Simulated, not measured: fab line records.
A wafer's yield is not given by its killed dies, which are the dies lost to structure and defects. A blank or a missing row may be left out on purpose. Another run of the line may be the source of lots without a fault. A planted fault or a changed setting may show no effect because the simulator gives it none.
8D (eight disciplines) problem report, filled in by code    flow gf180mcu    the parts of the form that need people (team, actions taken, sign-off) are left out

1. PROBLEM STATEMENT
On 3 wafers of 1 lot, oes_product_au at GF_DUAL_GATE_STRIP_13 has a mean of 0.925 a.u.; fault-free wafers read 0.715 a.u., standard deviation 0.0049. Relative to the usual mean, that is a shift of +43 standard deviations.
The step: strips in O2/N2.
Earliest sighting: wafer L709.3 on plasma_asher-04 at day 10 21:17. The record has a number at this step for 39 wafers belonging to 13 lots. By rule, "out" or "out of limits" means more than 4 standard deviations away from the usual mean. All remaining wafers that have a number are taken as sound.

2. WHAT THIS IS AND IS NOT
question                     is                      is not
which readings at this step  oes_product_au          drypump_motor_current_A, heater_power_w
which lots                   L709                    L700, L701, L702, L704, L705, L706, L716, L717, L718, L720, L722, L723
which wafers of those lots   all that have a number  -
read on which tools          plasma_asher-04         plasma_asher-01, plasma_asher-03
when                         from day 10 21:17       up to then (18 sound wafers); but 18 sound wafers of L716, L717, L718, L720, L722, L723 came after

3. THE SUSPECTS, EACH WITH WHAT RULES IT OUT
Counting: a tool stays on the suspect list if, at a process step up to the reading, it processed all lots that are out and no sound lot following the first of them.
- plasma_asher-04 at GF_DUAL_GATE_STRIP_13 (strips in O2/N2): ruled out as a lasting fault. After its first lot that is out, L709 (day 10 21:17), sound lots L716, L718, L723 ran on it.
Left after counting: nothing in the record.

4. THE CAUSE (what the simulator had put in)
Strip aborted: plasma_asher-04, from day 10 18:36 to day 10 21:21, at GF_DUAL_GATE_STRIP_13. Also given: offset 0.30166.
Counting ruled it out, wrongly.

5. THE EFFECT CHAIN, in route order
One row per reading whose mean, taken over the struck wafers that have a number, lies over 3 standard deviations from the usual. Only readings whose record carries a usual standard deviation are examined. hours: median over the lots of the time between each lot's start at the first step of this table that gives one and its start at this step. sigmas: the change, counted in usual standard deviations.
hours  step                   reading         usual       on struck wafers  change  sigmas
0      GF_DUAL_GATE_STRIP_13  oes_product_au  0.715 a.u.  0.925             +0.210  +43
Its process steps:
- GF_DUAL_GATE_STRIP_13: strips in O2/N2.
Readings that are blank on the struck wafers while sound wafers have them: strip_time_to_endpoint_s at GF_DUAL_GATE_STRIP_13.
Later measuring or inspecting steps at which every struck wafer that the step has a row for has a number for every such reading, and none has moved that far: GF_POLY_GATE_THK_MEAS_17.

6. WHAT WOULD HAVE CAUGHT IT SOONER
3 hours passed between the start of the fault at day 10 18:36 and the first reading out of limits in this record, taken at day 10 21:17.
